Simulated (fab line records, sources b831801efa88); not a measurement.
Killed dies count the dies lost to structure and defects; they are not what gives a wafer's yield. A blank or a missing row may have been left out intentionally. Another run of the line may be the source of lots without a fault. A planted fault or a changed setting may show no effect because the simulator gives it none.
Chamber matching | flow sky130 | SKY_VIA4_CMP_21 on cmp-02: 4 sister chambers
The step polishes, stops on SiO2, t overpolish 25 s, target thk 0 nm. 8 wafers are shown with their chamber, then 12 later ones without.

## WAFERS WITH THEIR CHAMBER
wafer  | chamber | motor_current_A (A) | time_to_endpoint_s (s)
L083.2 | 1       | 13.7                | 124
L083.3 | 3       | 11.3                | 123
L084.1 | 2       | 11.2                | 118
L084.2 | 0       | 11.6                | 120
L084.4 | 3       | 10.5                | 123
L088.4 | 0       | 13.1                | 124
L088.5 | 2       | 11.6                | 123
L088.6 | 1       | 13.3                | 125

## WAFERS MISSING THEIR CHAMBER
wafer  | motor_current_A (A) | time_to_endpoint_s (s)
L091.2 | 11.3                | 126
L091.4 | 13.2                | 126
L091.5 | 10.8                | 124
L092.1 | 11.0                | 127
L092.4 | 12.1                | 124
L092.6 | 13.9                | 130
L093.1 | 10.6                | 126
L093.5 | 10.6                | 130
L093.6 | 11.4                | 128
L095.2 | 13.2                | 128
L095.3 | 11.1                | 124
L095.5 | 10.8                | 127

## EACH ONE'S CHAMBER
wafer  | from the rows above               | in truth
L091.2 | can't be placed: 3 or 2 or 0      | 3
L091.4 | can't be placed: 1 or 0           | 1
L091.5 | can't be placed: 3 or 2           | 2
L092.1 | can't be placed: 3 or 2 or 0      | 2
L092.4 | can't be placed: 0 or 2 or 3 or 1 | 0
L092.6 | can't be placed: 1 or 0           | 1
L093.1 | can't be placed: 3 or 2 or 0      | 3
L093.5 | can't be placed: 3 or 2 or 0      | 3
L093.6 | can't be placed: 3 or 0 or 2 or 1 | 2
L095.2 | can't be placed: 1 or 0           | 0
L095.3 | can't be placed: 3 or 2 or 0      | 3
L095.5 | can't be placed: 3 or 2 or 0      | 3
Correctly placed: 0 of 12. From these rows, 12 cannot be placed; in 12 the true chamber is one of the candidates. Placed wrongly: 0.
How it was worked out, from the rows above alone: a wafer's distance from a chamber is the root of the sum, over the readings, of the square of ((its reading less the chamber's mean) divided by the reading's scatter). The wafer belongs to the nearest chamber; if the next one is less than 2 further off, it can't be placed. The mean given for a chamber averages the wafers shown for that chamber. How the scatter is found: for the shown wafers, subtract from each reading the mean of its chamber, square and add these, divide the total by (wafers less chambers), then take the root.
